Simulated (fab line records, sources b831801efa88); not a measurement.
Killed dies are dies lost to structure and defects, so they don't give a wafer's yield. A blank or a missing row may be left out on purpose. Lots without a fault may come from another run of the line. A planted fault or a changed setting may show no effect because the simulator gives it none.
Tool commonality check | flow gf180mcu | 14 lots, 42 wafers sampled

WHY IT WAS OPENED
At GF_VT_IMPLANT_TW_MEAS_43 the reading VT_IMPLANT_4_TW is flagged on 2 of 14 lots. Wafers without a fault read 694, standard deviation 6.9.
Rule: a lot is flagged when every wafer of it that has a number lies more than 4 standard deviations from that mean, or none has a number. The other lots count as sound.

lot  | measured     | on            | VT_IMPLANT_4_TW, wafer by wafer | flag
L741 | day 7 14:05  | film_metro-02 | 679 679 681                     |
L744 | day 8 09:07  | film_metro-04 | 697 694 694                     |
L745 | day 8 17:17  | film_metro-01 | 697 694 696                     |
L746 | day 9 00:23  | film_metro-02 | 685 685 685                     |
L747 | day 9 02:48  | film_metro-04 | 703 700 702                     |
L748 | day 9 13:27  | film_metro-04 | 703 702 700                     |
L749 | day 9 19:38  | film_metro-01 | 699 703 702                     |
L750 | day 10 00:27 | film_metro-02 | 689 692 691                     |
L752 | day 10 16:33 | film_metro-02 | 687 692 686                     |
L754 | day 11 03:35 | film_metro-02 | 853 856 854                     | FLAGGED
L759 | day 12 14:50 | film_metro-01 | 868 870 872                     | FLAGGED
L761 | day 13 05:46 | film_metro-01 | 695 695 702                     |
L763 | day 13 16:45 | film_metro-02 | 700 698 701                     |
L764 | day 14 07:10 | film_metro-02 | 693 696 693                     |
The numbers of the flagged lots are 862 on average: +168 against the usual, or +24 standard deviations.

WHICH TOOL RAN EACH LOT
The record holds 1 process step before the reading, out of a route of 602 steps. In each cell: the tool, then ch and the chambers that the sampled wafers went through, then the start.
lot  | flag    | GF_VT_IMPLANT_IMPLANT_41
L741 |         | implanter-04 ch 0, day 7 13:50
L744 |         | implanter-03 ch 0, day 8 08:53
L745 |         | implanter-03 ch 0, day 8 17:02
L746 |         | implanter-03 ch 0, day 9 00:08
L747 |         | implanter-04 ch 0, day 9 02:33
L748 |         | implanter-03 ch 0, day 9 13:13
L749 |         | implanter-04 ch 0, day 9 19:20
L750 |         | implanter-01 ch 0, day 10 00:13
L752 |         | implanter-01 ch 0, day 10 16:18
L754 | FLAGGED | implanter-03 ch 0, day 11 02:53
L759 | FLAGGED | implanter-03 ch 0, day 12 14:17
L761 |         | implanter-01 ch 0, day 13 05:31
L763 |         | implanter-01 ch 0, day 13 16:31
L764 |         | implanter-04 ch 0, day 14 06:55
What these steps do:
- GF_VT_IMPLANT_IMPLANT_41
- GF_VT_IMPLANT_TW_MEAS_43

FLAGGED OVER TOTAL, TOOL BY TOOL (the gauges that took the reading come last)
step                     | tool          | lots run | flagged | share of the flagged lots | sound lots run after its first flagged lot
GF_VT_IMPLANT_IMPLANT_41 | implanter-01  | 4        | 0       | none                      | -
GF_VT_IMPLANT_IMPLANT_41 | implanter-03  | 6        | 2       | all                       | 0
GF_VT_IMPLANT_IMPLANT_41 | implanter-04  | 4        | 0       | none                      | -
GF_VT_IMPLANT_TW_MEAS_43 | film_metro-01 | 4        | 1       | some                      | 1 (L761)
GF_VT_IMPLANT_TW_MEAS_43 | film_metro-02 | 7        | 1       | some                      | 2 (L763,L764)
GF_VT_IMPLANT_TW_MEAS_43 | film_metro-04 | 3        | 0       | none                      | -

WHAT THE TABLE ALLOWS
1 row of the table ran every flagged lot: implanter-03 at GF_VT_IMPLANT_IMPLANT_41.
- implanter-03 at GF_VT_IMPLANT_IMPLANT_41: 2 of its 6 lots flagged. Its last sound lot is L748 (day 9 13:13), its first flagged lot L754 (day 11 02:53): a fault that began between those two fits.
One tool is left: implanter-03 at GF_VT_IMPLANT_IMPLANT_41.

WHAT THE SIMULATOR HAD PUT IN
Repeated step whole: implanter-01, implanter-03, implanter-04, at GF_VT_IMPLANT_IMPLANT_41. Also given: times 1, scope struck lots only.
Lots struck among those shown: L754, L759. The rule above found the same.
